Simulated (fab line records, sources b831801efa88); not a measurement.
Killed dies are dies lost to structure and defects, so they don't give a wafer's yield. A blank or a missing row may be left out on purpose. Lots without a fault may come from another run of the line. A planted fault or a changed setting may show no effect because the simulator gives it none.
A struck lot beside a sound one | flow gf180mcu | 16 steps out of a route of 602
Sound: wafers L474.1, L474.2, L474.4. Struck: wafer L461.5. (L461.3 of the same lot was not struck and is left out.) The cause comes at the end.
At each step with rows: each side's tool, then ch and its chambers, then its first start. Under that, the readings that differ: sound wafers | struck wafers | difference of the means | sigmas: that difference in standard deviations of wafers without a fault.
alike: readings whose means differ by less than 2 such deviations, and words and numbers that are the same on both sides. not compared: withheld readings, readings that some wafer has no value for, bounds like >300 that may hide the same value, and numbers for which the record gives no deviation and whose values overlap.
The two part at a step that has a row with sigmas, a row that says differs or no value, or rows on one side only. Numbers that don't overlap but have no deviation are shown without sigmas and don't part them. A reading that every wafer of one side lacks parts them only if that side has two wafers or more.

first, 1 step without rows for these wafers: GF_STI_DEVELOP_11 (develop time 60 s).
GF_STI_CD_MEAS_12: target cd 220 nm.
  sound on cd_sem-01, day 6 13:11; struck on cd_sem-02, day 3 18:23
  reading    | sound             | struck | difference | sigmas
  cd_nm (nm) | 219.5 217.9 219.2 | 222.3  | +3.4       | +2
GF_STI_ETCH_13: etches the open film in CHF3/O2, stops on Si, target depth 282.31 nm, time 112.9 s.
  sound on rie_diel-04 ch 0,2,3, day 6 13:19; struck on rie_diel-04 ch 0, day 3 18:28
  alike: bias_w, chf3_flow_sccm, drypump_motor_current_A, oes_product_au, throttle_valve_pct
  not compared: rf_hours_counter_h
GF_STI_ETCH_14: etches Si in HBr/Cl2/O2, target depth 360 nm, time 102.9 s.
  sound on rie_si-02 ch 1,2,3, day 6 13:23; struck on rie_si-01 ch 0, day 3 18:33
  reading                | sound                | struck | difference | sigmas
  oes_product_au (a.u.)  | 0.995 1.001 1.015    | 0.982  | -0.022     | -2
  throttle_valve_pct (%) | 25.647 25.652 25.644 | 25.668 | +0.020     | +2
  alike: bias_w, drypump_motor_current_A
  not compared: rf_hours_counter_h
GF_STI_STRIP_15: strips in O2/N2.
  sound on plasma_asher-02 ch 0,1, day 6 13:28; struck on plasma_asher-04 ch 1, day 3 18:39
  reading                      | sound          | struck | difference | sigmas
  heater_power_w (W)           | 313 345 316    | 366    | +41        | +2
  strip_time_to_endpoint_s (s) | 3.77 3.73 3.70 | 3.84   | +0.11      | +2
  alike: drypump_motor_current_A, oes_product_au, platen_temp_c
  not compared: rf_hours_counter_h
then, 6 steps without rows for these wafers: GF_STI_CLEAN_16 (cleans in dHF, time 25 s); GF_STI_WET_ETCH_17 (etches Si3N4 in H3PO4, target depth 45 nm, time 514 s); GF_STI_CLEAN_18 (cleans in SC1/SC2, time 150 s); GF_STI_CLEAN_19 (cleans in dHF, time 20 s); GF_STI_WET_ETCH_20 (etches SiO2 in dHF, target depth 20 nm, time 400 s); GF_STI_OXIDATION_21 (stabilise 600 s, purge 300 s, target thk 15 nm).
GF_STI_THK_MEAS_22:
  sound on film_metro-03, day 6 18:59; struck on film_metro-04, day 3 20:53
  reading                   | sound             | struck | difference | sigmas
  STI_OXIDATION_01_THK (nm) | 15.25 15.32 15.38 | 14.88  | -0.44      | -2
GF_STI_CVD_23: deposits SiO2, target thk 650 nm, time 108.3 s.
  sound on hdpcvd-02 ch 0,1, day 6 19:02; struck on hdpcvd-02 ch 0, day 3 20:55
  reading                              | sound             | struck | difference | sigmas
  model.SiO2_of_STI_CVD_23.thk_nm (nm) | 638.7 645.6 651.1 | 677.5  | +32.4      |
  alike: pressure_mtorr
GF_STI_THK_MEAS_24:
  sound on film_metro-01, day 6 19:10; struck on film_metro-04, day 3 21:01
  reading             | sound       | struck | difference | sigmas
  STI_CVD_23_THK (nm) | 638 646 651 | 677    | +32        | +4
GF_STI_CMP_25: polishes, stops on Si3N4, t overpolish 33 s, target thk 524.6 nm.
  sound on cmp-01 ch 1,2,3, day 6 19:26; struck on cmp-01 ch 3, day 3 21:07
  alike: motor_current_A
-- the record jumps here: 28 days lie between the struck wafers' starts before and after (it left off in module STI and takes up again in module PASSIVATION, whose first step shown is number 602 of the route) --
GF_PASSIVATION_PROBE_99:
  the record has rows for the struck wafers here (prober-02, day 31 10:04) and none for the sound ones

WHERE THEY PART
First at GF_STI_CD_MEAS_12; last, within this record, at GF_PASSIVATION_PROBE_99.

WHY: what the simulator had put in
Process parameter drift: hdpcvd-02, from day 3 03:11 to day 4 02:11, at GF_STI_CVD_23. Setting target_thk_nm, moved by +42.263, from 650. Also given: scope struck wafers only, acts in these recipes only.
